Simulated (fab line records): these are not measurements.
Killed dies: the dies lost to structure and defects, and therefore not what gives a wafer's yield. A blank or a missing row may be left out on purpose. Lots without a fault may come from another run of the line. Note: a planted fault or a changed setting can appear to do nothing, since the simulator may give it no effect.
fab line records | flow sky130
[record] lots = 24 wafers = 72 lastDay = 50
route steps=708 shown CONTACT@430 VIA1@460 METAL2@499 METAL3@535 CAPM@549
lots with no fault: from the same line, run without faults
startH: the number of hours between the record's first day and the start of the first shown wafer of the lot | waitH: how many hours have passed since the lot's step before this one | " same as the row above | L1.1+2: several wafers, shown together as one row | - either no value or no given start | * or withheld: withheld | < > ~ a bound
route shown NAME@n: names a module that has steps shown in the file, with the first one's number in the route | usual: mean and standard deviation over wafers with no fault | same: alike in all rows | chamber/n: place in a boat | sites: readings site by site | _std_site: how widely they spread, as a standard deviation | _edge_site: the outer-site mean with the inner-site mean subtracted | radiusMm: for every site, how far away it sits from the centre of the wafer | mask NAME#n: copy n | behind: the last tool/chamber to shape the wafer | hold: the reason the lot was held/the length of the hold in hours/how it ended | device: transistor that didn't switch, given as n, p or np | end of line: at the end of the route, the tests of the same wafers | a step with no rows: only its recipe | killed: dies that structure and defects cost at the first sort, which is not the same as the wafer's yield | map: a wafer's dies, x killed, . not, _ none there
set.NAME: the setting that was run; set.NAME@STEP: the one run at that earlier step | model.NAME: the simulator's own value behind a step, which no gauge read
one table for each step of the route and one row for each wafer, over a sample of lots
services: from which hour (startH, from the record's first day; less than 0 if before it) a tool's chamber was out of use, for how many hours, and why
[[steps]]
[step SKY_CONTACT_CVD_24]
[recipe] material = W targetThkNm = 340 timeS = 102.12 tempC = 400 pressureTorr = 40
[usual] heaterPowerW = 961/110
[same] timeS = 102.12
// columns lot.wafer tool chamber startH waitH heaterPowerW sinceWetCleanH
L074.1 cvdW-01 1 741.04 0.0 785 837
L074.2 " 0 " " 931 837
L074.6 " 0 " " 945 -
L075.1 cvdW-02 1 750.19 0.0 937 346
L075.2 " 0 " " 1133 346
L075.6 " 1 " " 932 -
L077.3 cvdW-02 1 770.82 0.1 905 -
L077.5 " 0 " " 1089 -
L077.6 " 1 " " 950 -
L076.4 cvdW-02 1 776.43 0.1 918 -
L076.5 " 1 " " 911 -
L076.6 " 0 " " 1111 -
L078.1 cvdW-02 1 784.21 0.0 949 380
L078.4 " 1 " " 931 -
L078.6 " 0 " " 1070 -
L079.1 cvdW-02 0 784.63 0.0 1103 381
L079.4 " 0 " " 1116 -
L079.6 " 1 " " 925 -
L080.1 cvdW-02 1 792.93 0.0 902 389
L080.2 " 0 " " 1108 389
L080.5 " 0 " " 1109 -
L081.2 cvdW-02 0 803.19 0.0 1123 399
L081.4 " 0 " " 1083 -
L081.6 " 0 " " 1105 -
L082.1 cvdW-01 0 813.58 0.0 925 910
L082.2 " 1 " " 794 910
L082.5 " 0 " " 939 -
L083.3 cvdW-02 1 819.62 0.1 926 -
L083.4 " 0 " " 1104 -
L083.6 " 0 " " 1106 -
L084.4 cvdW-02 1 826.62 0.1 935 -
L084.5 " 1 " " 910 -
L084.6 " 0 " " 1085 -
L085.2 cvdW-01 0 838.83 0.0 921 935
L085.4 " 0 " " 944 -
L085.6 " 0 " " 918 -
L086.2 cvdW-02 0 843.19 0.0 1118 439
L086.3 " 1 " " 916 -
L086.6 " 0 " " 1119 -
L087.1 cvdW-01 0 849.06 0.0 950 945
L087.4 " 1 " " 794 -
L087.6 " 1 " " 831 -
L088.3 cvdW-01 0 857.68 0.1 937 -
L088.5 " 0 " " 943 -
L088.6 " 1 " " 788 -
L089.3 cvdW-02 1 863.76 0.1 929 -
L089.4 " 0 " " 1092 -
L089.6 " 0 " " 1118 -
L090.2 cvdW-02 1 873.29 0.0 940 469
L090.4 " 1 " " 928 -
L090.5 " 1 " " 928 -
L091.2 cvdW-02 0 878.42 0.0 1079 474
L091.3 " 1 " " 904 -
L091.5 " 0 " " 1105 -
L092.1 cvdW-01 1 885.19 0.0 803 981
L092.2 " 0 " " 935 981
L092.6 " 0 " " 938 -
L093.3 cvdW-02 0 888.34 0.1 1107 -
L093.4 " 1 " " 928 -
L093.6 " 0 " " 1100 -
L094.1 cvdW-02 1 894.44 0.0 927 490
L094.3 " 0 " " 1107 -
L094.6 " 0 " " 1128 -
L095.2 cvdW-01 1 901.59 0.0 800 998
L095.3 " 0 " " 948 -
L095.4 " 1 " " 761 -
L096.1 cvdW-02 1 905.81 0.0 891 502
L096.2 " 0 " " 1106 502
L096.3 " 0 " " 1098 -
L097.3 cvdW-01 1 921.37 0.1 768 -
L097.4 " 0 " " 847 -
L097.5 " 1 " " 771 -
[step SKY_CONTACT_RS_MEAS_25]
[recipe] thkMeasGauge = four-point-probe reads = W_of_CONTACT_CVD_24+TiN_of_CONTACT_SPUTTER_23
[usual] CONTACT_W_RS = 0.337/0.0045
// columns lot.wafer tool chamber startH waitH CONTACT_W_RS[ohm/sq]
L074.1 filmMetro-01 - 741.15 0.1 0.339
L074.2 " - " " 0.348
L074.6 " - " " 0.343
L075.1 filmMetro-03 - 750.30 0.1 0.337
L075.2 " - " " 0.340
L075.6 " - " " 0.333
L077.3 filmMetro-03 - 770.93 0.1 0.333
L077.5 " - " " 0.343
L077.6 " - " " 0.332
L076.4 filmMetro-03 - 776.56 0.1 0.331
L076.5 " - " " 0.328
L076.6 " - " " 0.339
L078.1 filmMetro-01 - 784.32 0.1 0.330
L078.4 " - " " 0.334
L078.6 " - " " 0.333
L079.1 filmMetro-01 - 784.74 0.1 0.342
L079.4 " - " " 0.339
L079.6 " - " " 0.327
L080.1 filmMetro-03 - 793.04 0.1 0.331
L080.2 " - " " 0.340
L080.5 " - " " 0.339
L081.2 filmMetro-01 - 803.32 0.1 0.340
L081.4 " - " " 0.342
L081.6 " - " " 0.338
L082.1 filmMetro-02 - 813.69 0.1 0.340
L082.2 " - " " 0.340
L082.5 " - " " 0.344
L083.3 filmMetro-02 - 819.73 0.1 0.334
L083.4 " - " " 0.338
L083.6 " - " " 0.335
L084.4 filmMetro-03 - 826.75 0.1 0.335
L084.5 " - " " 0.338
L084.6 " - " " 0.343
L085.2 filmMetro-01 - 838.96 0.1 0.344
L085.4 " - " " 0.341
L085.6 " - " " 0.334
L086.2 filmMetro-02 - 843.32 0.1 0.338
L086.3 " - " " 0.335
L086.6 " - " " 0.337
L087.1 filmMetro-01 - 849.17 0.1 0.345
L087.4 " - " " 0.343
L087.6 " - " " 0.342
L088.3 filmMetro-01 - 857.79 0.1 0.336
L088.5 " - " " 0.336
L088.6 " - " " 0.333
L089.3 filmMetro-01 - 863.88 0.1 0.329
L089.4 " - " " 0.336
L089.6 " - " " 0.340
L090.2 filmMetro-03 - 873.42 0.1 0.330
L090.4 " - " " 0.331
L090.5 " - " " 0.330
L091.2 filmMetro-02 - 878.55 0.1 0.335
L091.3 " - " " 0.332
L091.5 " - " " 0.339
L092.1 filmMetro-03 - 885.30 0.1 0.338
L092.2 " - " " 0.340
L092.6 " - " " 0.341
L093.3 filmMetro-03 - 888.46 0.1 0.339
L093.4 " - " " 0.332
L093.6 " - " " 0.345
L094.1 filmMetro-01 - 894.55 0.1 0.330
L094.3 " - " " 0.341
L094.6 " - " " 0.341
L095.2 filmMetro-03 - 901.72 0.1 0.339
L095.3 " - " " 0.337
L095.4 " - " " 0.335
L096.1 filmMetro-02 - 905.92 0.1 0.336
L096.2 " - " " 0.342
L096.3 " - " " 0.341
L097.3 filmMetro-03 - 921.48 0.1 0.344
L097.4 " - " " 0.341
L097.5 " - " " 0.341
[step SKY_VIA1_CMP_02]
[recipe] material = SiO2 downForcePsi = 4 platenRpm = 60 padVelocityMS = 0.94248
[usual] motorCurrentA = 11.8/1.2
// columns lot.wafer tool chamber startH waitH motorCurrentA
L074.1 cmp-02 3 769.25 0.1 12.6
L074.2 " 0 " " 11.5
L074.6 " 3 " " 12.7
L075.2 cmp-01 0 778.40 0.1 12.7
L075.1 " 1 " " 11.3
L075.6 " 3 " " 11.7
L077.3 cmp-01 0 797.19 0.2 12.3
L077.5 " 1 " " 11.7
L077.6 " 2 " " 9.3
L076.4 cmp-02 1 803.09 0.0 12.0
L076.5 " 1 " " 12.1
L076.6 " 2 " " 12.9
L078.4 cmp-02 0 809.33 0.0 11.0
L078.1 " 1 " " 11.8
L078.6 " 0 " " 11.7
L079.4 cmp-02 1 810.54 0.0 12.4
L079.1 " 0 " " 11.6
L079.6 " 1 " " 12.4
L080.1 cmp-01 2 818.77 0.2 9.2
L080.2 " 1 " " 11.1
L080.5 " 2 " " 9.3
L081.2 cmp-01 1 828.64 0.1 11.5
L081.4 " 2 " " 9.3
L081.6 " 0 " " 13.0
L082.2 cmp-02 0 841.51 0.1 11.8
L082.1 " 2 " " 13.7
L082.5 " 3 " " 13.0
L083.3 cmp-01 3 847.21 0.2 11.7
L083.4 " 1 " " 11.2
L083.6 " 0 " " 12.2
L084.4 cmp-02 0 854.34 0.1 11.8
L084.6 " 2 " " 12.7
L084.5 " 3 " " 12.4
L085.4 cmp-02 1 866.43 0.1 12.1
L085.2 " 2 " " 13.3
L085.6 " 3 " " 12.4
L086.3 cmp-02 2 871.38 0.0 12.6
L086.2 " 3 " " 11.9
L086.6 " 2 " " 13.4
L087.1 cmp-02 3 876.99 0.1 12.7
L087.4 " 0 " " 11.6
L087.6 " 3 " " 12.3
L088.3 cmp-01 0 885.31 0.2 12.4
L088.6 " 1 " " 11.2
L088.5 " 2 " " 9.3
L089.3 cmp-01 3 891.38 0.0 11.6
L089.4 " 1 " " 11.0
L089.6 " 0 " " 11.9
L090.4 cmp-01 0 900.99 0.0 12.9
L090.2 " 3 " " 11.4
L090.5 " 1 " " 11.2
L091.3 cmp-01 0 905.79 0.0 12.5
L091.2 " 1 " " 10.4
L091.5 " 0 " " 12.4
L092.2 cmp-02 2 916.20 3.2 13.5
L092.1 " 1 " " 12.5
L092.6 " 2 " " 13.4
L093.3 cmp-01 3 917.13 1.7 12.4
L093.4 " 0 " " 12.2
L093.6 " 2 " " 9.6
L094.3 cmp-02 1 921.28 0.0 12.9
L094.1 " 2 " " 13.0
L094.6 " 1 " " 12.4
L095.3 cmp-02 2 928.33 0.3 14.1
L095.4 " 3 " " 12.3
L095.2 " 1 " " 12.7
L096.1 cmp-01 0 933.36 0.1 12.5
L096.2 " 1 " " 10.8
L096.3 " 2 " " 9.5
L097.3 cmp-01 0 948.65 0.0 12.0
L097.4 " 2 " " 8.9
L097.5 " 1 " " 10.3
[step SKY_METAL2_OVL_MEAS_16]
[usual] METAL2_OVL = -2/4.9
// columns lot.wafer tool chamber startH waitH METAL2_OVL[nm]
L074.1 overlay-02 - 820.35 0.1 3
L074.2 " - " " 3
L074.6 " - " " 5
L075.1 overlay-01 - 827.97 0.1 -7
L075.2 " - " " -2
L075.6 " - " " -8
L077.3 overlay-02 - 848.53 0.1 -4
L077.5 " - " " -1
L077.6 " - " " -1
L076.4 overlay-01 - 854.58 0.1 1
L076.5 " - " " 2
L076.6 " - " " -2
L078.1 overlay-02 - 861.16 0.1 -9
L078.4 " - " " -3
L078.6 " - " " -12
L079.1 overlay-02 - 863.06 0.1 -8
L079.4 " - " " -5
L079.6 " - " " -8
L080.1 overlay-01 - 872.02 0.1 7
L080.2 " - " " 6
L080.5 " - " " -2
L081.2 overlay-01 - 882.32 0.1 5
L081.4 " - " " -2
L081.6 " - " " -4
L082.1 overlay-01 - 891.52 0.1 -6
L082.2 " - " " 0
L082.5 " - " " -2
L083.3 overlay-01 - 903.83 0.1 -4
L083.4 " - " " -6
L083.6 " - " " -7
L084.4 overlay-02 - 906.28 0.1 7
L084.5 " - " " 6
L084.6 " - " " 5
L085.2 overlay-02 - 919.56 0.1 -2
L085.4 " - " " -3
L085.6 " - " " 1
L086.2 overlay-02 - 922.46 0.1 -1
L086.3 " - " " -11
L086.6 " - " " -8
L087.1 overlay-01 - 929.32 0.1 -3
L087.4 " - " " -5
L087.6 " - " " -2
L088.3 overlay-01 - 941.63 0.1 2
L088.5 " - " " -6
L088.6 " - " " 5
L089.3 overlay-02 - 944.08 0.1 -6
L089.4 " - " " -5
L089.6 " - " " -5
L090.2 overlay-02 - 952.72 0.1 -5
L090.4 " - " " -3
L090.5 " - " " -4
L091.2 overlay-02 - 958.57 0.1 -2
L091.3 " - " " -3
L091.5 " - " " -1
L092.1 overlay-01 - 967.42 0.1 0
L092.2 " - " " -3
L092.6 " - " " -3
L093.3 overlay-02 - 968.48 0.1 2
L093.4 " - " " -5
L093.6 " - " " 1
L094.1 overlay-02 - 973.16 0.1 12
L094.3 " - " " 3
L094.6 " - " " 4
L095.2 overlay-02 - 978.97 0.1 -7
L095.3 " - " " -1
L095.4 " - " " -7
L096.1 overlay-02 - 983.15 0.1 0
L096.2 " - " " 0
L096.3 " - " " 0
L097.3 overlay-02 - 998.96 0.1 -3
L097.4 " - " " 4
L097.5 " - " " -4
[step SKY_METAL3_SPUTTER_03]
[recipe] material = Ti targetThkNm = 5 powerW = 3000 timeS = 3.3 chamberPressurePa = 0.4
[usual] throttleValvePct = 30.0/1
[same] timeS = 3.3
// columns lot.wafer tool chamber startH waitH throttleValvePct
L074.1 pvdSputter-02 - 848.85 0.0 29.5
L074.2 " - " " 30.5
L074.6 " - " " 31.2
L075.1 pvdSputter-03 - 857.10 0.0 31.8
L075.2 " - " " 28.4
L075.6 " - " " 29.1
L077.3 pvdSputter-03 - 877.04 0.0 28.0
L077.5 " - " " 30.8
L077.6 " - " " 29.0
L076.4 pvdSputter-02 - 883.63 0.0 29.6
L076.5 " - " " 29.4
L076.6 " - " " 30.8
L078.1 pvdSputter-04 - 889.95 0.0 30.2
L078.4 " - " " 29.6
L078.6 " - " " 29.9
L079.1 pvdSputter-03 - 891.77 0.0 32.0
L079.4 " - " " 30.5
L079.6 " - " " 29.3
L080.1 pvdSputter-03 - 900.19 0.0 29.2
L080.2 " - " " 31.8
L080.5 " - " " 31.7
L081.2 pvdSputter-02 - 908.74 0.0 29.4
L081.4 " - " " 30.2
L081.6 " - " " 30.4
L082.1 pvdSputter-04 - 920.21 0.0 29.3
L082.2 " - " " 30.1
L082.5 " - " " 29.8
L083.3 pvdSputter-04 - 931.71 0.0 30.0
L083.4 " - " " 28.8
L083.6 " - " " 30.0
L084.4 pvdSputter-02 - 934.30 0.0 29.7
L084.5 " - " " 31.3
L084.6 " - " " 29.6
L085.2 pvdSputter-03 - 948.25 0.0 28.7
L085.4 " - " " 30.4
L085.6 " - " " 30.3
L086.2 pvdSputter-04 - 950.06 0.0 28.6
L086.3 " - " " 29.0
L086.6 " - " " 29.7
L087.1 pvdSputter-03 - 956.55 0.0 28.3
L087.4 " - " " 29.3
L087.6 " - " " 32.0
L088.3 pvdSputter-03 - 969.26 0.0 29.2
L088.5 " - " " 31.8
L088.6 " - " " 28.0
L089.3 pvdSputter-02 - 972.29 0.0 30.4
L089.4 " - " " 29.3
L089.6 " - " " 30.1
L090.2 pvdSputter-02 - 979.89 0.0 31.1
L090.4 " - " " 30.5
L090.5 " - " " 30.4
L091.2 pvdSputter-02 - 984.63 0.0 30.1
L091.3 " - " " 29.6
L091.5 " - " " 31.1
L092.1 pvdSputter-04 - 993.51 0.0 29.7
L092.2 " - " " 29.6
L092.6 " - " " 30.0
L093.3 pvdSputter-03 - 995.62 0.0 31.8
L093.4 " - " " 30.5
L093.6 " - " " 29.0
L094.1 pvdSputter-04 - 999.29 0.0 29.4
L094.3 " - " " 29.9
L094.6 " - " " 29.6
L095.2 pvdSputter-03 - 1005.91 0.0 31.9
L095.3 " - " " 30.4
L095.4 " - " " 29.1
L096.1 pvdSputter-04 - 1009.22 0.0 29.6
L096.2 " - " " 29.8
L096.3 " - " " 28.8
L097.3 pvdSputter-02 - 1024.80 0.0 31.3
L097.4 " - " " 31.0
L097.5 " - " " 31.2
[step SKY_CAPM_OVL_MEAS_12]
[usual] CAPM_OVL = -0.5/1.4
// columns lot.wafer tool chamber startH waitH CAPM_OVL[nm]
L074.1 overlay-02 - 875.09 0.1 -0.6
L074.2 " - " " -2.0
L074.6 " - " " -1.6
L075.1 overlay-01 - 883.19 0.1 2.2
L075.2 " - " " 1.6
L075.6 " - " " -0.8
L077.3 overlay-02 - 902.69 0.1 1.2
L077.5 " - " " -0.7
L077.6 " - " " 0.2
L076.4 overlay-01 - 908.96 0.1 -0.3
L076.5 " - " " 0.2
L076.6 " - " " 1.4
L078.1 overlay-02 - 914.94 0.1 -1.3
L078.4 " - " " -1.9
L078.6 " - " " -0.7
L079.1 overlay-01 - 916.99 0.1 -1.1
L079.4 " - " " -0.7
L079.6 " - " " -1.4
L080.1 overlay-02 - 925.48 0.1 2.0
L080.2 " - " " -0.6
L080.5 " - " " 0.9
L081.2 overlay-01 - 933.34 0.1 0.2
L081.4 " - " " 0.9
L081.6 " - " " 0.6
L082.1 overlay-01 - 945.04 0.1 0.1
L082.2 " - " " 1.5
L082.5 " - " " -0.7
L083.3 overlay-02 - 955.99 0.1 -0.7
L083.4 " - " " -2.5
L083.6 " - " " -2.3
L084.4 overlay-01 - 959.66 0.1 1.3
L084.5 " - " " 1.3
L084.6 " - " " 0.4
L085.2 overlay-02 - 972.69 0.1 -3.7
L085.4 " - " " -2.4
L085.6 " - " " -3.3
L086.2 overlay-01 - 974.74 0.1 -0.8
L086.3 " - " " -1.5
L086.6 " - " " -1.8
L087.1 overlay-01 - 979.44 0.1 0.2
L087.4 " - " " -2.5
L087.6 " - " " -0.3
L088.3 overlay-01 - 993.21 0.1 -2.4
L088.5 " - " " -1.3
L088.6 " - " " -1.0
L089.3 overlay-01 - 995.96 0.1 -2.1
L089.4 " - " " -3.3
L089.6 " - " " -1.0
L090.2 overlay-01 - 1003.94 0.1 -0.2
L090.4 " - " " 0.2
L090.5 " - " " 0.0
L091.2 overlay-01 - 1008.54 0.1 -0.8
L091.3 " - " " -1.5
L091.5 " - " " 0.6
L092.1 overlay-02 - 1016.28 0.1 0.1
L092.2 " - " " -0.5
L092.6 " - " " -2.0
L093.3 overlay-01 - 1019.26 0.1 0.2
L093.4 " - " " 1.0
L093.6 " - " " 1.6
L094.1 overlay-02 - 1022.29 0.1 -1.5
L094.3 " - " " -0.5
L094.6 " - " " 0.8
L095.2 overlay-01 - 1029.39 0.1 -1.5
L095.3 " - " " -1.9
L095.4 " - " " -2.5
L096.1 overlay-01 - 1031.28 0.1 0.2
L096.2 " - " " -0.3
L096.3 " - " " 1.9
L097.3 overlay-01 - 1047.54 0.1 -2.3
L097.4 " - " " -1.5
L097.5 " - " " -1.4
[[services]]
// columns tool chamber startH hours kind
cmp-01 - 724.66 0.9 repair
cvdW-02 - 724.72 14.6 pm
cmp-02 - 734.47 0.9 repair
pvdSputter-03 - 737.05 1.4 repair
pvdSputter-02 - 742.50 17.1 repair
cmp-02 - 744.82 4.0 pm
cvdW-02 - 748.34 1.4 repair
cmp-02 - 753.88 0.4 repair
pvdSputter-03 - 762.75 4.0 repair
cmp-02 - 782.36 5.3 repair
pvdSputter-03 - 783.32 1.8 repair
cmp-02 - 786.43 16.0 repair
pvdSputter-03 - 824.93 2.9 repair
cvdW-02 0 835.26 5.8 repair
cmp-02 - 843.23 4.8 pm
cmp-01 - 867.23 0.3 repair
cvdW-02 0 882.43 4.0 repair
cmp-01 - 891.98 5.2 pm
cmp-01 - 912.18 4.0 pm
cmp-01 - 924.93 7.1 pm
cmp-01 - 958.01 2.0 repair
cvdW-02 0 977.91 9.5 repair
cvdW-02 - 984.61 0.4 repair
cmp-01 - 990.30 4.2 repair
[[key]]
fault none
